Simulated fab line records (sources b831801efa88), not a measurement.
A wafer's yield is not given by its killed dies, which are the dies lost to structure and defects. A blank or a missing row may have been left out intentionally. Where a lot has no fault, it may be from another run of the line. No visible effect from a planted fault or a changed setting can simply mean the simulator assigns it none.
What tool caused it? || flow gf180mcu || 11 lots, 33 wafers sampled, at 3 steps of a route of 602

## WHAT EACH GAUGE READ, for each wafer
GF_LVPWELL_TW_MEAS_11.
{"lot": "L872", "measured": "day 3 22:07", "on": "film-metro-01", "LVPWELL_TW": "564 565 563"}
{"lot": "L876", "measured": "day 5 01:37", "on": "film-metro-02", "LVPWELL_TW": "556 561 560"}
{"lot": "L877", "measured": "day 5 05:56", "on": "film-metro-01", "LVPWELL_TW": "565 559 561"}
{"lot": "L878", "measured": "day 5 09:10", "on": "film-metro-02", "LVPWELL_TW": "557 558 559"}
{"lot": "L881", "measured": "day 6 02:59", "on": "film-metro-04", "LVPWELL_TW": "568 565 568"}
{"lot": "L882", "measured": "day 6 06:01", "on": "film-metro-01", "LVPWELL_TW": "563 559 559"}
{"lot": "L884", "measured": "day 6 13:59", "on": "film-metro-02", "LVPWELL_TW": "30 30 30 30 30 30"}
{"lot": "L889", "measured": "day 7 20:32", "on": "film-metro-02", "LVPWELL_TW": "559 558 556"}
{"lot": "L891", "measured": "day 8 08:49", "on": "film-metro-04", "LVPWELL_TW": "566 572 569"}
{"lot": "L894", "measured": "day 9 01:02", "on": "film-metro-02", "LVPWELL_TW": "559 559 559"}
{"lot": "L895", "measured": "day 9 16:29", "on": "film-metro-01", "LVPWELL_TW": "560 560 562"}

## TOOL THAT RAN EACH LOT (tool first, then ch and the chambers of the sampled wafers, then the start)
{"lot": "L872", "GF_NWELL_STRIP_10": "plasma-asher-03 ch 0,1, day 3 08:35", "GF_LVPWELL_STRIP_10": "plasma-asher-04 ch 0,1, day 3 22:01"}
{"lot": "L876", "GF_NWELL_STRIP_10": "plasma-asher-03 ch 0,1, day 4 11:25", "GF_LVPWELL_STRIP_10": "plasma-asher-04 ch 0,1, day 5 01:31"}
{"lot": "L877", "GF_NWELL_STRIP_10": "plasma-asher-03 ch 0,1, day 4 15:29", "GF_LVPWELL_STRIP_10": "plasma-asher-04 ch 0,1, day 5 05:50"}
{"lot": "L878", "GF_NWELL_STRIP_10": "plasma-asher-01 ch 0,1, day 4 19:02", "GF_LVPWELL_STRIP_10": "plasma-asher-02 ch 0,1, day 5 09:04"}
{"lot": "L881", "GF_NWELL_STRIP_10": "plasma-asher-02 ch 0,1, day 5 12:31", "GF_LVPWELL_STRIP_10": "plasma-asher-04 ch 0,1, day 6 02:53"}
{"lot": "L882", "GF_NWELL_STRIP_10": "plasma-asher-03 ch 0,1, day 5 15:37", "GF_LVPWELL_STRIP_10": "plasma-asher-02 ch 0,1, day 6 05:54"}
{"lot": "L884", "GF_NWELL_STRIP_10": "plasma-asher-03 ch 0,1, day 5 23:07", "GF_LVPWELL_STRIP_10": "plasma-asher-01 ch 1, day 6 13:53"}
{"lot": "L889", "GF_NWELL_STRIP_10": "plasma-asher-02 ch 0,1, day 7 04:13", "GF_LVPWELL_STRIP_10": "plasma-asher-02 ch 0,1, day 7 20:26"}
{"lot": "L891", "GF_NWELL_STRIP_10": "plasma-asher-02 ch 0,1, day 7 16:07", "GF_LVPWELL_STRIP_10": "plasma-asher-04 ch 0,1, day 8 08:43"}
{"lot": "L894", "GF_NWELL_STRIP_10": "plasma-asher-03 ch 0,1, day 8 07:28", "GF_LVPWELL_STRIP_10": "plasma-asher-01 ch 0, day 9 00:56"}
{"lot": "L895", "GF_NWELL_STRIP_10": "plasma-asher-01 ch 0,1, day 8 22:07", "GF_LVPWELL_STRIP_10": "plasma-asher-01 ch 0,1, day 9 16:25"}
- GF_NWELL_STRIP_10: strips in O2/N2.
- GF_LVPWELL_STRIP_10: strips in O2/N2.

## THE ANSWER, worked out from the rows above alone
Rule: usual is defined by the lots themselves. The widest of any qualifying gaps counts: lots, ordered by their means at a reading, are off when they make up no more than a third of the lots, leave a main group of 4 or more, and stand apart from it by 3 or more times the standard deviation of that group's means. A main group whose means are all the same, to the digits that the tables above print for the reading, isn't used. A lot without any number at a reading at which 4 lots or more have one is off too. The other lots that the step has rows for count as sound.
Off: at GF_LVPWELL_TW_MEAS_11 (LVPWELL_TW), L884. For the main group the mean is 562 and the standard deviation 3.7.
If a tool, at a process step before that reading, ran all the lots that are off and no sound lot after the first of them, it fits. Those tools and the gauges at GF_LVPWELL_TW_MEAS_11 are tried in the same way. Of those tried, none fits.

## WHAT THE SIMULATOR HAD INSERTED
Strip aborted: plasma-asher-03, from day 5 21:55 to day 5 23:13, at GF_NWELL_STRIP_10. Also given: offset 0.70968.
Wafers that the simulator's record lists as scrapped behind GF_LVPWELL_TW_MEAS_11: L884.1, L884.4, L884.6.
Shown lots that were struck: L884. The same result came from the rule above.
